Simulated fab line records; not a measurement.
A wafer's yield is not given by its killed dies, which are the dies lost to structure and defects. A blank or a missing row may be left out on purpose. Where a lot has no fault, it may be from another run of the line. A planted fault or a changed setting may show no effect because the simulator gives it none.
fab line records | flow sky130
[record] lots = 5 | wafers = 15 | last-day = 49
route steps=708 shown SONOS_TUNNEL@160 SONOS_ONO@168 GATE_OXIDE@187 PAD_OPEN@708
lots with no fault: from the same line, run without faults
start-h: start of the lot's first displayed wafer, in hours after the record's first day | wait-h: time in hours since the lot's previous step | " the same as in the row above | L1.1+2: several wafers, shown together as one row | - either no value or no given start | * or withheld: withheld | < > ~ a bound
route shown NAME@n: names a module that has steps shown in the file, with the first one's number in the route | usual: average and standard deviation across the fault-free wafers | same: alike in all rows | chamber/n: place in a boat | sites: each site's reading | _std_site: the values' standard deviation | _edge_site: the outer-site mean with the inner-site mean subtracted | radius-mm: how far each site lies from the wafer's centre | mask NAME#n: copy n | behind: tool/chamber where the wafer was last shaped | hold: cause of the lot's hold/its duration in hours/its outcome | device: which transistor (n, p or np) failed to switch | end of line: the same wafers' tests at the end of the route | for a step that has no rows: nothing shown but its recipe | killed: at the first sort, the dies lost to defects and structure; wafer yield is something else | map: shows each die of a wafer: x if killed, . if not, _ if none is there
set.NAME: the setting the step ran with; set.NAME@STEP: the setting that earlier step ran with | model.NAME: the simulator's own value behind a step, which no gauge read
lots at some steps of the route; a table a step, a row a wafer
services: the hour from which a tool's chamber was out of use, counted from the record's first day as start-h (under 0 if before that day), plus the number of hours and why
[[steps]]
[step SKY_SONOS_TUNNEL_DEVELOP_06]
[recipe] resist = NOVOLAK | developer = TMAH | develop-time-s = 60 | dev-temp-c = 23
[step SKY_SONOS_TUNNEL_IMPLANT_09]
[recipe] species = B | energy-kev = 20 | dose-cm2 = 1e+12 | tilt-deg = withheld
[step SKY_SONOS_TUNNEL_WET_ETCH_10]
[recipe] chemistry = dHF | target-depth-nm = 14 | target = SiO2 | dilution = 100:1 | temp-c = 25 | time-s = 280
[step SKY_SONOS_TUNNEL_STRIP_11]
[recipe] chemistry = SPM | time-s = 600 | temp-c = 130
[step SKY_SONOS_TUNNEL_CLEAN_13]
[recipe] chemistry = dHF | time-s = 20 | dilution = 100:1 | dry = ipa-marangoni
[step SKY_SONOS_ONO_OXIDATION_00]
[recipe] temp-c = 800 | ambient = O2 | idle-temp-c = 700 | ramp-up-c-per-min = 10 | ramp-down-c-per-min = 3 | stabilise-s = 600 | purge-s = 300 | target-thk-a = 26 | ox-time-s = 1249
[step SKY_SONOS_ONO_CVD_02]
[recipe] material = Si3N4 | precursor = DCS/NH3 | target-thk-nm = 10.5 | temp-c = 770 | time-s = 180 | pressure-mtorr = 250
[step SKY_SONOS_ONO_CVD_04]
[recipe] material = SiO2 | precursor = SiH4/N2O | target-thk-nm = 5.7199 | temp-c = 900 | pressure-mtorr = 400
[usual] spike-tc-centre-C = 900.9/1
lot.wafer | tool     | chamber | start-h | wait-h | spike-tc-centre-C | model.SiO2_of_SONOS_ONO_CVD_04.thk-nm
L219.3    | lpcvd-03 | 1       | 265.89  | 0.0    | 901.7             | 5.689
L219.5    | "        | 1       | "       | "      | 902.8             | 5.661
L219.6    | "        | 1       | "       | "      | 903.1             | 5.557
L221.1    | lpcvd-03 | 0       | 282.93  | 0.1    | 901.2             | 5.786
L221.2    | "        | 0       | "       | "      | 899.8             | 5.807
L221.3    | "        | 0       | "       | "      | 899.2             | 5.645
L234.1    | lpcvd-03 | 0       | 398.32  | 0.1    | 900.0             | 7.284
L234.2    | "        | 0       | "       | "      | 903.4             | 7.148
L234.4    | "        | 0       | "       | "      | 900.7             | 7.354
L235.2    | lpcvd-03 | 1       | 404.59  | 0.0    | 901.0             | 6.896
L235.4    | "        | 1       | "       | "      | 901.0             | 6.885
L235.5    | "        | 1       | "       | "      | 899.2             | 6.925
L236.2    | lpcvd-03 | 1       | 408.05  | 0.0    | 900.3             | 6.927
L236.3    | "        | 1       | "       | "      | 900.5             | 7.028
L236.6    | "        | 1       | "       | "      | 902.2             | 7.013
[step SKY_SONOS_ONO_THK_MEAS_05]
[recipe] reads = SiO2_of_SONOS_ONO_CVD_04
[usual] SONOS_ONO_CVD_04_THK = 5.75/0.13
lot.wafer | tool          | chamber | start-h | wait-h | SONOS_ONO_CVD_04_THK[nm]
L219.3    | film-metro-01 | -       | 267.16  | 0.0    | 5.64
L219.5    | "             | -       | "       | "      | 5.60
L219.6    | "             | -       | "       | "      | 5.59
L221.1    | film-metro-02 | -       | 284.18  | 0.0    | 5.83
L221.2    | "             | -       | "       | "      | 5.81
L221.3    | "             | -       | "       | "      | 5.67
L234.1    | film-metro-02 | -       | 399.57  | 0.0    | 7.28
L234.2    | "             | -       | "       | "      | 7.10
L234.4    | "             | -       | "       | "      | 7.38
L235.2    | film-metro-03 | -       | 405.85  | 0.0    | 6.88
L235.4    | "             | -       | "       | "      | 6.90
L235.5    | "             | -       | "       | "      | 6.91
L236.2    | film-metro-03 | -       | 409.31  | 0.0    | 6.92
L236.3    | "             | -       | "       | "      | 7.02
L236.6    | "             | -       | "       | "      | 7.02
[step SKY_SONOS_ONO_DEHYDRATE_06]
[recipe] temp-c = 200 | time-s = 60
[step SKY_SONOS_ONO_HMDS_07]
[recipe] prime-time-s = 60 | prime-temp-c = 120
[step SKY_SONOS_ONO_COAT_08]
[recipe] resist = NOVOLAK | spin-rpm = 3000 | resist-thk-nm = 1140
[step SKY_SONOS_ONO_SOFTBAKE_09]
[recipe] temp-c = 90 | time-s = 60 | resist = NOVOLAK
[step SKY_SONOS_ONO_EXPOSE_10]
[recipe] mask-id = ONOM | target-cd-nm = 410 | na = 0.6 | source-shape = conventional | sigma-outer = 0.6 | dose-mj = 150
[step SKY_SONOS_ONO_PEB_11]
[recipe] temp-c = withheld | time-s = * | resist = NOVOLAK
[step SKY_SONOS_ONO_DEVELOP_12]
[recipe] develop-time-s = 60 | dev-temp-c = 23
[step SKY_SONOS_ONO_ETCH_15]
[recipe] target-depth-nm = 19.52 | chemistry = CHF3/O2 | source-w = 600 | bias-w = 200 | pressure-mtorr = 40 | chf3-flow-sccm = 50 | O2_flow_sccm = 5 | time-s = 7.8
[step SKY_SONOS_ONO_WET_ETCH_16]
[recipe] chemistry = dHF | target-depth-nm = 14 | dry = n2-spin | target = SiO2 | dilution = 100:1 | temp-c = 25 | time-s = 280
[step SKY_SONOS_ONO_STRIP_17]
[recipe] chemistry = O2/N2 | power-w = 1400 | pressure-mtorr = 1500 | platen-temp-c = withheld | o2-flow-sccm = 3000 | n2-flow-sccm = 300 | overash-fraction = 0.5
[step SKY_SONOS_ONO_WET_ETCH_18]
[recipe] chemistry = H3PO4 | target-depth-nm = 15 | target = Si3N4 | temp-c = 160 | time-s = 172
[step SKY_GATE_OXIDE_CLEAN_00]
[recipe] chemistry = SC1/SC2 | mix = 1:4:20 | temp-c = 70 | time-s = 150 | dry = n2-spin
[step SKY_GATE_OXIDE_OXIDATION_01]
[recipe] temp-c = 900 | ambient = O2 | stabilise-s = 600 | purge-s = 300 | target-thk-a = 102.68 | ox-time-s = 1473
[step SKY_GATE_OXIDE_DEHYDRATE_03]
[recipe] temp-c = 200 | time-s = 60
[step SKY_GATE_OXIDE_HMDS_04]
[recipe] prime-time-s = 60 | prime-temp-c = 120
[step SKY_GATE_OXIDE_COAT_05]
[recipe] resist = NOVOLAK | spin-rpm = 3000 | resist-thk-nm = 1140
[step SKY_GATE_OXIDE_SOFTBAKE_06]
[recipe] temp-c = 90 | time-s = 60 | resist = NOVOLAK
[step SKY_GATE_OXIDE_EXPOSE_07]
[recipe] mask-id = LVOM | na = 0.6 | source-shape = conventional | sigma-outer = 0.6 | polarization = unpolarized | target-cd-nm = 600 | dose-mj = 170
[step SKY_GATE_OXIDE_PEB_08]
[recipe] temp-c = withheld | time-s = * | resist = NOVOLAK
[step SKY_GATE_OXIDE_DEVELOP_09]
[recipe] resist = NOVOLAK | developer = TMAH | develop-time-s = 60 | dev-temp-c = 23
[step SKY_GATE_OXIDE_IMPLANT_11]
[recipe] species = B | energy-kev = 10 | dose-cm2 = 2.6e+12 | tilt-deg = withheld
[step SKY_GATE_OXIDE_WET_ETCH_12]
[recipe] chemistry = dHF | target-depth-nm = 16.8 | dry = n2-spin | target = SiO2 | dilution = 100:1 | temp-c = 25 | time-s = 336
[step SKY_GATE_OXIDE_STRIP_13]
[recipe] chemistry = O2/N2 | power-w = 1400 | pressure-mtorr = 1500 | platen-temp-c = withheld | o2-flow-sccm = 3000 | n2-flow-sccm = 300 | overash-fraction = 0.5
[step SKY_GATE_OXIDE_CLEAN_15]
[recipe] chemistry = SC1/SC2 | mix = 1:4:20 | temp-c = 70 | time-s = 150 | dry = n2-spin
[usual] bath-heat-duty-pct = 12.5/1.2
lot.wafer | tool         | chamber | start-h | wait-h | bath-heat-duty-pct | model.SiO2_of_SONOS_ONO_CVD_04.thk-nm
L219.3    | wet-bench-01 | 3       | 320.87  | 0.0    | 12.3               | 4.171
L219.5    | "            | 3       | "       | "      | 11.3               | 4.145
L219.6    | "            | 3       | "       | "      | 11.8               | 4.039
L221.1    | wet-bench-01 | 3       | 339.69  | 0.1    | 12.0               | 4.273
L221.2    | "            | 3       | "       | "      | 12.3               | 4.295
L221.3    | "            | 3       | "       | "      | 11.7               | 4.133
L234.1    | wet-bench-03 | 3       | 462.33  | 0.1    | 11.9               | 5.773
L234.2    | "            | 3       | "       | "      | 10.7               | 5.644
L234.4    | "            | 3       | "       | "      | 10.5               | 5.849
L235.2    | wet-bench-03 | 3       | 469.97  | 0.0    | 11.7               | 5.37
L235.4    | "            | 3       | "       | "      | 11.6               | 5.362
L235.5    | "            | 3       | "       | "      | 11.8               | 5.401
L236.2    | wet-bench-01 | 3       | 473.59  | 0.0    | 12.4               | 5.417
L236.3    | "            | 3       | "       | "      | 11.1               | 5.516
L236.6    | "            | 3       | "       | "      | 11.9               | 5.503
[step SKY_PAD_OPEN_PROBE_99]
[usual] killed_at_M0_to_M3 = 43/6.6 | killed_at_M4_up = 3.2/1.9 | killed-at-contacts = 25/5.3 | killed-at-front-end = 16/4.5 | killed-at-other = 0.3/0.63 | killed-dies = 87/8.9 | killed-open = 48/7.9 | killed-short = 39/5.3
[same] gross-dies = 492 | killed-at-back-side = 0
lot.wafer | tool      | chamber | start-h | wait-h | killed_at_M0_to_M3 | killed_at_M4_up | killed-at-contacts | killed-at-front-end | killed-at-other | killed-dies | killed-open | killed-short | model.etest.sonos-erased.drive-ua-um | model.etest.sonos-uncharged.r-on-ohm-um | model.etest.sonos-programmed.off-log10-a-um | model.etest.cap-ono.gate-log10-a-cm2 | model.etest.cap-ono.gate-bv-v | model.etest.cap-ono.tox-acc-nm | model.etest.cap-ono.under-floor | model.etest.sonos-programmed.vt-v
L219.3    | prober-01 | -       | 1088.09 | 0.2    | 50                 | 1               | 25                 | 20                  | 0               | 96          | 56          | 38           | 208                                  | 783.8                                   | -13.76                                      | -7.906                               | 16.32                         | 12.89                          | 0                               | 1.444
L219.5    | prober-01 | -       | 1088.19 | 0.2    | 40                 | 5               | 35                 | 23                  | 0               | 103         | 53          | 49           | 213.7                                | 813                                     | -13.95                                      | -7.888                               | 16.85                         | 12.73                          | 0                               | 1.474
L219.6    | prober-01 | -       | 1088.24 | 0.2    | 35                 | 7               | 31                 | 16                  | 0               | 89          | 44          | 44           | 227                                  | 808.7                                   | -14.03                                      | -7.711                               | 16.1                          | 12.66                          | 0                               | 1.572
L221.1    | prober-01 | -       | 1095.89 | 0.1    | 39                 | 5               | 27                 | 16                  | 0               | 87          | 47          | 40           | 192.7                                | 800.7                                   | -14                                         | -7.969                               | 16.47                         | 12.96                          | 0                               | 1.446
L221.2    | prober-01 | -       | 1095.94 | 0.1    | 33                 | 3               | 28                 | 16                  | 0               | 80          | 41          | 39           | 192.7                                | 800                                     | -14.03                                      | -8.062                               | 16.67                         | 12.93                          | 0                               | 1.444
L221.3    | prober-01 | -       | 1095.99 | 0.2    | 36                 | 2               | 22                 | 12                  | 1               | 73          | 41          | 31           | 167.8                                | 802.1                                   | -13.89                                      | -7.735                               | 15.56                         | 12.74                          | 0                               | 1.557
L234.1    | prober-02 | -       | 1175.08 | 0.1    | 51                 | 3               | 15                 | 14                  | 0               | 83          | 41          | 42           | 90.65                                | 831.9                                   | -8.355                                      | -                                    | 18.25                         | 14.48                          | 1                               | 0.4469
L234.2    | prober-02 | -       | 1175.13 | 0.1    | 40                 | 1               | 29                 | 13                  | 0               | 83          | 44          | 39           | 119.2                                | 868.8                                   | -10.04                                      | -9.789                               | 17.75                         | 14.3                           | 0                               | 0.5766
L234.4    | prober-02 | -       | 1175.23 | 0.2    | 52                 | 4               | 34                 | 20                  | 0               | 110         | 67          | 43           | 82.51                                | 871                                     | -9.002                                      | -                                    | 18.21                         | 14.52                          | 1                               | 0.4679
L235.2    | prober-01 | -       | 1178.34 | 0.1    | 40                 | 4               | 22                 | 20                  | 1               | 87          | 40          | 46           | 107.1                                | 871.7                                   | -10.97                                      | -9.794                               | 18.35                         | 14.25                          | 0                               | 0.6663
L235.4    | prober-01 | -       | 1178.44 | 0.2    | 39                 | 3               | 34                 | 11                  | 0               | 87          | 45          | 42           | 106                                  | 852.1                                   | -11.37                                      | -9.673                               | 18.37                         | 14.24                          | 0                               | 0.7236
L235.5    | prober-01 | -       | 1178.49 | 0.2    | 38                 | 5               | 23                 | 15                  | 1               | 82          | 45          | 37           | 84.32                                | 862.4                                   | -10.21                                      | -9.708                               | 17.81                         | 14.26                          | 0                               | 0.6074
L236.2    | prober-02 | -       | 1180.03 | 0.1    | 45                 | 2               | 23                 | 14                  | 0               | 84          | 56          | 28           | 105.8                                | 875.1                                   | -11.93                                      | -9.477                               | 17.81                         | 14.09                          | 0                               | 0.7653
L236.3    | prober-02 | -       | 1180.08 | 0.2    | 47                 | 1               | 27                 | 18                  | 0               | 93          | 45          | 48           | 121.2                                | 871.9                                   | -12.31                                      | -9.568                               | 17.41                         | 14.12                          | 0                               | 0.7897
L236.6    | prober-02 | -       | 1180.23 | 0.2    | 32                 | 1               | 27                 | 16                  | 0               | 76          | 37          | 38           | 109.6                                | 872.2                                   | -11.55                                      | -9.592                               | 18.2                          | 14.16                          | 0                               | 0.7105
// killed by level:class
L219.3 CONTACT:geometric-particle:open=12 VIA1:geometric-particle:open=11 VIA2:geometric-particle:open=8 CONTACT:geometric-particle:short=7 VIA3:geometric-particle:open=7 POLY_GATE:geometric-particle:open=6 METAL1:geometric-particle:short=5 VIA1:geometric-particle:short=5
L219.5 VIA1:geometric-particle:open=14 CONTACT:geometric-particle:open=12 CONTACT:geometric-particle:short=8 LI_CONTACT:geometric-particle:open=7 METAL1:geometric-particle:short=6 POLY_GATE:geometric-particle:open=5 LOCAL_INTERCONNECT:geometric-particle:short=5 METAL4:geometric-particle:short=5
L219.6 CONTACT:geometric-particle:open=11 LI_CONTACT:geometric-particle:open=7 VIA1:geometric-particle:open=7 METAL1:geometric-particle:short=6 CONTACT:geometric-particle:short=5 VIA1:geometric-particle:short=5 METAL2:geometric-particle:short=5 VIA3:geometric-particle:open=5
L221.1 VIA1:geometric-particle:open=13 CONTACT:geometric-particle:open=8 CONTACT:geometric-particle:short=8 METAL2:geometric-particle:short=7 LOCAL_INTERCONNECT:geometric-particle:short=6 VIA2:geometric-particle:open=6 FIELD_ISO:geometric-particle:open=4 SPACER:geometric-particle:open=3
L221.2 VIA1:geometric-particle:open=10 CONTACT:geometric-particle:open=9 LI_CONTACT:geometric-particle:open=7 LOCAL_INTERCONNECT:geometric-particle:short=7 FIELD_ISO:geometric-particle:open=5 METAL1:geometric-particle:short=5 VIA2:geometric-particle:short=5 METAL2:geometric-particle:short=4
L221.3 VIA1:geometric-particle:open=10 CONTACT:geometric-particle:open=8 CONTACT:geometric-particle:short=5 LI_CONTACT:geometric-particle:open=5 VIA2:geometric-particle:short=5 POLY_GATE:geometric-particle:open=4 VIA1:geometric-particle:short=4 METAL2:geometric-particle:short=4
L234.1 VIA3:geometric-particle:open=9 METAL1:geometric-particle:short=8 CONTACT:geometric-particle:open=7 METAL2:geometric-particle:short=7 FIELD_ISO:geometric-particle:short=6 VIA1:geometric-particle:open=6 VIA1:geometric-particle:short=5 VIA2:geometric-particle:open=4
L234.2 CONTACT:geometric-particle:open=13 METAL1:geometric-particle:short=7 VIA1:geometric-particle:open=7 VIA2:geometric-particle:open=6 FIELD_ISO:geometric-particle:open=5 CONTACT:geometric-particle:short=5 METAL2:geometric-particle:short=5 LI_CONTACT:geometric-particle:open=4
L234.4 CONTACT:geometric-particle:open=11 VIA1:geometric-particle:open=11 VIA2:geometric-particle:open=10 VIA3:geometric-particle:open=10 LI_CONTACT:geometric-particle:open=9 CONTACT:geometric-particle:short=7 FIELD_ISO:geometric-particle:short=6 VIA1:geometric-particle:short=5
L235.2 FIELD_ISO:geometric-particle:short=12 CONTACT:geometric-particle:open=11 CONTACT:geometric-particle:short=7 VIA3:geometric-particle:open=7 VIA2:geometric-particle:open=6 METAL1:geometric-particle:short=6 VIA1:geometric-particle:open=6 METAL2:geometric-particle:short=5
L235.4 CONTACT:geometric-particle:open=14 CONTACT:geometric-particle:short=8 LI_CONTACT:geometric-particle:open=7 METAL3:geometric-particle:short=7 VIA1:geometric-particle:short=6 VIA1:geometric-particle:open=6 METAL1:geometric-particle:short=5 METAL2:geometric-particle:short=4
L235.5 CONTACT:geometric-particle:open=12 VIA2:geometric-particle:open=8 VIA1:geometric-particle:open=7 METAL1:geometric-particle:short=5 FIELD_ISO:geometric-particle:open=4 CONTACT:geometric-particle:short=4 LI_CONTACT:geometric-particle:short=4 METAL2:geometric-particle:short=4
L236.2 VIA1:geometric-particle:open=17 CONTACT:geometric-particle:open=10 VIA2:geometric-particle:open=8 LI_CONTACT:geometric-particle:open=6 METAL1:geometric-particle:short=5 VIA3:geometric-particle:open=5 POLY_GATE:geometric-particle:short=4 LOCAL_INTERCONNECT:geometric-particle:short=3
L236.3 VIA1:geometric-particle:open=12 VIA1:geometric-particle:short=8 CONTACT:geometric-particle:open=8 LI_CONTACT:geometric-particle:open=7 POLY_GATE:geometric-particle:short=7 METAL2:geometric-particle:short=6 LOCAL_INTERCONNECT:geometric-particle:short=5 METAL1:geometric-particle:short=5
L236.6 LI_CONTACT:geometric-particle:open=11 VIA3:geometric-particle:open=9 FIELD_ISO:geometric-particle:short=6 LOCAL_INTERCONNECT:geometric-particle:short=6 METAL2:geometric-particle:short=5 VIA1:geometric-particle:short=5 FIELD_ISO:geometric-particle:open=4 CONTACT:geometric-particle:open=4
[[services]]
tool     | chamber | start-h | hours | kind
lpcvd-03 | -       | 399.57  | 2.8   | pm
[[key]]
[first-sign] step = SKY_SONOS_ONO_THK_MEAS_05 | reading = SONOS_ONO_CVD_04_THK | direction = up | sigmas = 9.6 | usual = 5.75 | struck = 7.04
effect none on later readings
[model-effect] step = SKY_SONOS_ONO_CVD_04 | value = SiO2_of_SONOS_ONO_CVD_04.thk-nm | without = 5.866 | struck = 7.051
[model-effect] step = SKY_GATE_OXIDE_CLEAN_15 | value = SiO2_of_SONOS_ONO_CVD_04.thk-nm | without = 4.352 | struck = 5.537
[model-effect] step = SKY_PAD_OPEN_PROBE_99 | value = etest.sonos-erased.drive-ua-um | without = 175.2 | struck = 102.9
met-at SKY_SONOS_ONO_CVD_04
struck-wafers L234.1,L234.2,L234.4,L235.2,L235.4,L235.5,L236.2,L236.3,L236.6
tester-left-out L234,L235,L236
onset-between 282.93 398.32
also-fits time
[fault] kind = process-parameter-drift | tool = lpcvd-03 | chamber = - | onset-h = 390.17 | steps = SKY_SONOS_ONO_CVD_04 | channel = target-thk-nm | offset = 1.1851 | shape = step | end-h = 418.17 | stated = 5.7199
// tester-left-out: of these lots the tester's yield and bins aren't shown, on N5 and GAA mostly nor the transistor test; their killed dies are dies lost to structure and defects alone, not to doping, threshold or leakage, so they don't give the yield
